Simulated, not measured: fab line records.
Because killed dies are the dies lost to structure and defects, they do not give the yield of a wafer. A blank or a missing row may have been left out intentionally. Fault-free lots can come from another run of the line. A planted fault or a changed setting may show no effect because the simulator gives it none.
fab line records	flow sky130
[record] lots = 12	wafers = 36	lastDay = 50
route steps=708 shown CONTACT@410 VIA1@458 PAD_OPEN@708
lots that met no fault: taken from a fault-free run of the same line
startH: hours from the record's first day to the start of the lot's first wafer shown	waitH: hours from the lot's prior step to this one	" as in the row above	L1.1+2: a row that stands for several wafers	- no value, or no start given	* or withheld: withheld	< > ~ a bound
route shown NAME@n: NAME is a module with steps in the file, n the number in the route of the first one	usual: mean/standard deviation taken from wafers without a fault	same: alike in all rows	chamber/n: place in a boat	sites: readings site by site	_std_site: standard deviation across them	_edge_site: outer sites' mean less inner sites'	radiusMm: how far each site lies from the wafer's centre	mask NAME#n: copy n	behind: the tool/chamber that last shaped the wafer	hold: what put the lot on hold/how long, in hours/how the hold closed	device: which transistor (n, p or np) failed to switch	end of line: the route-end tests of the same wafers	step lacking rows: just its recipe	killed: dies that structure and defects cost at the first sort, which is not the same as the wafer's yield	map: per-die view of a wafer (x killed, . not killed, _ where there is no die)
set.NAME: the setting as run; set.NAME@STEP: as run at that earlier step	model.NAME: the simulator's own value behind a step, which no gauge read
steps of the route over a sample of lots; a table a step, a row a wafer
services: when a tool's chamber went out of use (startH, in hours from the record's first day, below 0 if earlier), for how many hours, and the reason
[[steps]]
[step SKY_CONTACT_CMP_04]
[recipe] material = SiO2	downForcePsi = 4	platenRpm = 60	padVelocityMS = 0.94248
[usual] motorCurrentA = 11.8/0.82	timeToEndpointS = 77/3.8
lot.wafer	tool	chamber	startH	waitH	motorCurrentA	timeToEndpointS
L164.2	cmp-01	3	738.66	0.1	12.4	79
L164.1	"	0	"	"	10.9	79
L164.5	"	2	"	"	12.1	76
L166.1	cmp-01	0	751.89	0.3	11.2	77
L166.2	"	2	"	"	11.6	77
L166.5	"	0	"	"	11.3	81
L168.4	cmp-02	1	761.97	0.0	12.5	74
L168.1	"	2	"	"	11.6	78
L168.3	"	0	"	"	11.4	77
L169.3	cmp-02	3	768.39	0.1	10.4	77
L169.4	"	1	"	"	12.5	79
L169.6	"	3	"	"	10.1	75
L170.4	cmp-02	2	782.22	0.0	11.8	79
L170.2	"	3	"	"	9.8	76
L170.1	"	1	"	"	12.6	76
L171.1	cmp-02	2	783.71	0.4	12.0	82
L171.2	"	0	"	"	11.1	77
L171.6	"	1	"	"	12.6	75
L173.3	cmp-02	3	792.25	0.0	9.8	77
L173.4	"	2	"	"	12.3	79
L173.6	"	3	"	"	10.3	75
L174.2	cmp-02	1	809.97	0.1	12.6	68
L174.4	"	3	"	"	9.9	69
L174.6	"	2	"	"	11.9	76
L175.3	cmp-02	1	814.59	0.0	12.3	73
L175.4	"	2	"	"	11.6	76
L175.6	"	1	"	"	12.6	74
L179.2	cmp-02	1	853.45	0.0	12.9	74
L179.1	"	2	"	"	11.6	71
L179.5	"	1	"	"	12.3	70
L184.2	cmp-01	2	871.73	0.0	12.1	79
L184.3	"	3	"	"	12.7	78
L184.5	"	3	"	"	12.8	82
L185.1	cmp-01	1	873.84	0.1	12.2	82
L185.3	"	2	"	"	12.4	76
L185.6	"	1	"	"	12.6	82
[step SKY_CONTACT_CD_MEAS_14]
[recipe] targetCdNm = 170
[usual] cdNm = 170.0/1.4
lot.wafer	tool	chamber	startH	waitH	cdNm
L164.1	cdSem-02	-	765.40	-	172.8
L164.2	"	-	"	"	171.6
L164.5	"	-	"	"	171.2
L166.1	cdSem-02	-	778.86	-	169.2
L166.2	"	-	"	"	170.0
L166.5	"	-	"	"	169.0
L168.1	cdSem-02	-	789.00	-	167.9
L168.3	"	-	"	"	168.8
L168.4	"	-	"	"	169.8
L169.3	cdSem-01	-	794.44	-	171.3
L169.4	"	-	"	"	170.8
L169.6	"	-	"	"	172.2
L170.1	cdSem-01	-	808.00	-	169.3
L170.2	"	-	"	"	167.7
L170.4	"	-	"	"	168.3
L171.1	cdSem-01	-	810.46	-	168.4
L171.2	"	-	"	"	169.0
L171.6	"	-	"	"	168.6
L173.3	cdSem-01	-	818.75	-	169.8
L173.4	"	-	"	"	169.7
L173.6	"	-	"	"	169.4
L174.2	cdSem-02	-	835.93	-	169.3
L174.4	"	-	"	"	169.0
L174.6	"	-	"	"	169.0
L175.3	cdSem-02	-	841.22	-	170.3
L175.4	"	-	"	"	170.6
L175.6	"	-	"	"	170.1
L179.1	cdSem-02	-	879.30	-	170.7
L179.2	"	-	"	"	172.0
L179.5	"	-	"	"	169.6
L184.2	cdSem-01	-	897.08	-	168.9
L184.3	"	-	"	"	169.4
L184.5	"	-	"	"	168.8
L185.1	cdSem-01	-	898.68	-	169.9
L185.3	"	-	"	"	171.5
L185.6	"	-	"	"	170.6
[step SKY_CONTACT_CVD_24]
[recipe] material = W	targetThkNm = 340	timeS = 102.12	tempC = 400	pressureTorr = 40
[usual] heaterPowerW = 856/53
lot.wafer	tool	chamber	startH	waitH	heaterPowerW
L164.1	cvdW-01	1	766.39	0.0	934
L164.2	"	0	"	"	788
L164.5	"	1	"	"	907
L166.1	cvdW-02	1	779.80	0.0	858
L166.2	"	1	"	"	848
L166.5	"	1	"	"	860
L168.1	cvdW-01	0	789.94	0.0	774
L168.3	"	1	"	"	916
L168.4	"	0	"	"	769
L169.3	cvdW-02	1	795.38	0.1	851
L169.4	"	0	"	"	915
L169.6	"	1	"	"	861
L170.1	cvdW-01	1	809.08	0.0	905
L170.2	"	0	"	"	787
L170.4	"	1	"	"	943
L171.1	cvdW-01	0	811.55	0.0	767
L171.2	"	1	"	"	891
L171.6	"	1	"	"	914
L173.3	cvdW-01	1	819.85	0.1	901
L173.4	"	0	"	"	784
L173.6	"	0	"	"	776
L174.2	cvdW-02	0	836.85	0.0	879
L174.4	"	1	"	"	875
L174.6	"	1	"	"	871
L175.3	cvdW-01	1	842.15	0.1	921
L175.4	"	0	"	"	790
L175.6	"	1	"	"	920
L179.1	cvdW-01	0	880.28	0.0	788
L179.2	"	1	"	"	928
L179.5	"	1	"	"	909
L184.2	cvdW-02	1	898.00	0.0	883
L184.3	"	1	"	"	845
L184.5	"	0	"	"	909
L185.1	cvdW-02	0	899.63	0.0	887
L185.3	"	1	"	"	834
L185.6	"	0	"	"	881
[step SKY_VIA1_HDPCVD_00]
[recipe] material = SiO2	targetThkNm = 1030	sigmaOpenFrac = 0.3	timeS = 171.7	tempC = 400	sih4FlowSccm = 61.33	pressureMtorr = 6
lot.wafer	tool	chamber	startH	waitH
L164.1+2+5	hdpcvd-02	0,1,0	794.98	0.0
L166.1+2+5	hdpcvd-01	0,2,1	806.74	0.0
L168.1+3+4	hdpcvd-02	0,2,2	818.33	0.0
L169.3+4+6	hdpcvd-01	0,2,0	823.59	0.0
L170.1+2+4	hdpcvd-02	0,2,1	836.28	0.0
L171.1+2+6	hdpcvd-01	2,1,1	839.22	0.0
L173.3+4+6	hdpcvd-02	0,0,1	847.32	0.0
L174.2+4+6	hdpcvd-01	2,0,1	864.07	0.0
L174.2+4+6	hdpcvd-01	2,0,1	864.35	0.2
L175.3+4+6	hdpcvd-01	2,0,2	869.90	0.0
L179.1+2+5	hdpcvd-02	2,0,1	906.78	0.0
L179.1+2+5	hdpcvd-02	2,0,1	907.06	0.2
L184.2+3+5	hdpcvd-01	0,2,2	923.73	0.0
L185.1+3+6	hdpcvd-02	1,0,0	925.54	0.0
[step SKY_VIA1_THK_MEAS_01]
[recipe] reads = SiO2_of_VIA1_HDPCVD_00
[usual] VIA1_HDPCVD_THK = 1055/9.3
lot.wafer	tool	chamber	startH	waitH	VIA1_HDPCVD_THK[nm]
L164.1	filmMetro-03	-	795.15	0.1	1065
L164.2	"	-	"	"	1056
L164.5	"	-	"	"	1053
L166.1	filmMetro-03	-	806.85	0.1	1062
L166.2	"	-	"	"	1047
L166.5	"	-	"	"	1059
L168.1	filmMetro-01	-	818.44	0.1	1059
L168.3	"	-	"	"	1061
L168.4	"	-	"	"	1059
L169.3	filmMetro-04	-	823.72	0.1	1053
L169.4	"	-	"	"	1062
L169.6	"	-	"	"	1060
L170.1	filmMetro-04	-	836.39	0.1	1069
L170.2	"	-	"	"	1079
L170.4	"	-	"	"	1068
L171.1	filmMetro-04	-	839.34	0.1	1045
L171.2	"	-	"	"	1045
L171.6	"	-	"	"	1049
L173.3	filmMetro-04	-	847.46	0.1	1074
L173.4	"	-	"	"	1079
L173.6	"	-	"	"	1064
L174.2	filmMetro-04	-	864.47	0.1	2096
L174.4	"	-	"	"	2092
L174.6	"	-	"	"	2112
L175.3	filmMetro-04	-	870.03	0.1	1063
L175.4	"	-	"	"	1047
L175.6	"	-	"	"	1054
L179.1	filmMetro-01	-	907.17	0.1	2104
L179.2	"	-	"	"	2106
L179.5	"	-	"	"	2098
L184.2	filmMetro-03	-	923.85	0.1	1040
L184.3	"	-	"	"	1054
L184.5	"	-	"	"	1055
L185.1	filmMetro-03	-	925.66	0.1	1062
L185.3	"	-	"	"	1060
L185.6	"	-	"	"	1059
[step SKY_PAD_OPEN_PROBE_99]
[usual] defectLimitedYield = 82.6/1.9	killed_at_M0_to_M3 = 43/7.1	killed_at_M4_up = 3.0/1.6	killedAtContacts = 24/5.3	killedAtFrontEnd = 16/4.1	killedAtOther = 0.5/0.82	killedDies = 86/9.4	killedOpen = 46/6.9	killedShort = 39/6.5	sort_bin_3_pad_short = 0.9/0.45	sort_bin_5_function = 10.3/1.5	sort_bin_6_memory = 6.2/1.1	sortNPass = 406/9.4	sortYieldPct = 82.6/1.9
[same] grossDies = 492	killedAtBackSide = 0	sort_bin_4_leakage[%] = 0	sort_bin_8_speed[%] = 0
lot.wafer	tool	chamber	startH	waitH	defectLimitedYield[%]	killed_at_M0_to_M3	killed_at_M4_up	killedAtContacts	killedAtFrontEnd	killedAtOther	killedDies	killedOpen	killedShort	sort_bin_3_pad_short[%]	sort_bin_5_function[%]	sort_bin_6_memory[%]	sortNPass	sortYieldPct[%]
L174.4	prober-02	-	1150.72	0.2	83.5	44	1	22	14	0	81	38	42	0.8	11.4	4.3	411	83.5
L174.6	prober-02	-	1150.82	0.2	81.7	42	3	28	17	0	90	43	46	1.6	9.6	7.1	402	81.7
L179.1	prober-02	-	1181.52	0.1	83.1	48	2	16	17	0	83	40	43	0.6	8.5	7.7	409	83.1
// killed by level:class
L174.4 CONTACT:geometricParticle:open=10 METAL2:geometricParticle:short=9 VIA1:geometricParticle:open=8 VIA3:geometricParticle:open=7 LOCAL_INTERCONNECT:geometricParticle:short=6 VIA1:geometricParticle:short=5 VIA3:geometricParticle:short=5 FIELD_ISO:geometricParticle:open=4
L174.6 VIA1:geometricParticle:open=11 CONTACT:geometricParticle:open=7 FIELD_ISO:geometricParticle:open=6 LI_CONTACT:geometricParticle:open=6 CONTACT:geometricParticle:short=6 METAL1:geometricParticle:short=6 METAL2:geometricParticle:short=6 LI_CONTACT:geometricParticle:short=5
L179.1 VIA1:geometricParticle:short=9 VIA1:geometricParticle:open=9 METAL2:geometricParticle:short=6 VIA2:geometricParticle:open=6 CONTACT:geometricParticle:open=5 METAL1:geometricParticle:short=5 LI_CONTACT:geometricParticle:open=4 VIA3:geometricParticle:open=4
[[services]]
tool	chamber	startH	hours	kind
cvdW-01	-	729.12	1.0	repair
cmp-01	-	744.00	4.0	pm
cmp-01	-	744.61	1.2	repair
cmp-02	-	751.14	3.4	repair
cmp-01	-	761.86	23.9	pm
cmp-02	-	784.33	0.5	repair
cmp-01	-	785.72	5.7	pm
hdpcvd-02	2	787.28	9.7	repair
cmp-01	-	791.75	9.9	repair
cmp-01	-	808.12	3.8	repair
cmp-01	-	821.45	2.4	repair
cmp-02	-	862.88	6.8	pm
hdpcvd-02	-	871.91	14.6	pm
hdpcvd-01	0	875.16	11.4	repair
cmp-02	-	886.07	1.7	repair
hdpcvd-01	0	889.60	15.5	repair
cmp-02	-	898.22	3.0	repair
cvdW-02	-	900.54	6.9	pm
cvdW-02	-	907.44	14.0	pm
cvdW-02	0	907.44	14.0	ventCycle
cvdW-02	1	907.44	14.0	ventCycle
cmp-02	-	912.00	4.0	pm
cmp-02	-	916.00	-	consumableReplace:conditioner
cmp-02	-	916.00	-	consumableReplace:pad
[[key]]
[firstSign] step = SKY_VIA1_HDPCVD_00	reading = visit	direction = added
[effect] step = SKY_VIA1_THK_MEAS_01	reading = VIA1_HDPCVD_THK	direction = up	sigmas = 99+	usual = 1055	struck = 2101
metAt SKY_VIA1_HDPCVD_00
struckLots L174,L179
notActingAt SKY_CONTACT_CMP_04,SKY_CONTACT_CD_MEAS_14,SKY_CONTACT_CVD_24
[fault] kind = repeatedStepWhole	tool = hdpcvd-01,hdpcvd-02	chamber = -	onsetH = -	steps = SKY_VIA1_HDPCVD_00	times = 1	scope = struckLotsOnly
